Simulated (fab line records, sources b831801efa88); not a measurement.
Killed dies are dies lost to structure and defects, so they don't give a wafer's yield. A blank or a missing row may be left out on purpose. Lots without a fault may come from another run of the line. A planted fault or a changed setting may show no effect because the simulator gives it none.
One fault seen from 2 desks | flow gf180mcu | each desk has only its own numbers; what lay behind them comes last

THE METROLOGY DESK
What the gauges read, lot by lot, whatever tool the lot ran on: means of the sampled wafers that have a number. A lot is out of limits, marked OUT, if its mean lies more than 4 standard deviations from the usual mean; the brackets give that distance.
Columns: A = cd_nm at GF_TOP_METAL_CD_MEAS_14, usual 440.0 nm; B = TOP_METAL_OVL at GF_TOP_METAL_OVL_MEAS_15, usual -1.7 nm; C = PASSIVATION_CVD_00_THK at GF_PASSIVATION_THK_MEAS_01, usual 1003 nm
lot  | first seen here | A     | B    | C
L925 | day 28 21:32    | 439.3 | -0.6 | 1000
L929 | day 30 04:43    | 439.2 | 0.7  | 1010
L932 | day 30 22:50    | 440.7 | -2.4 | 987
L933 | day 31 07:37    | 441.9 | 0.0  | 1000
L944 | day 33 19:04    | 436.6 | -2.3 | 996
This desk's finding: nothing out of limits on any of the 5 lots.

THE TOOL OWNER'S DESK: pecvd-04
The tool's own readings at GF_PASSIVATION_CVD_00 (deposits SiO2 from TEOS, target thk 1000 nm, time 111.95 s): means of the sampled wafers that have a number, for each lot that ran on this tool. A lot is out of limits, marked OUT, if its mean lies more than 4 standard deviations from the usual mean; the brackets give that distance.
Columns: A = heater_power_w at GF_PASSIVATION_CVD_00, usual 661 W; B = run_length_s at GF_PASSIVATION_CVD_00, usual 139.8 s
lot  | first seen here | A   | B
L929 | day 30 05:46    | 711 | 139.6
L933 | day 31 08:33    | 694 | 139.6
L944 | day 33 20:05    | 700 | 139.2
This desk's finding: nothing out of limits on any of the 3 lots.

PUT TOGETHER
The metrology desk saw nothing out of limits.
The tool owner's desk saw nothing out of limits.

WHAT THE SIMULATOR HAD PUT IN
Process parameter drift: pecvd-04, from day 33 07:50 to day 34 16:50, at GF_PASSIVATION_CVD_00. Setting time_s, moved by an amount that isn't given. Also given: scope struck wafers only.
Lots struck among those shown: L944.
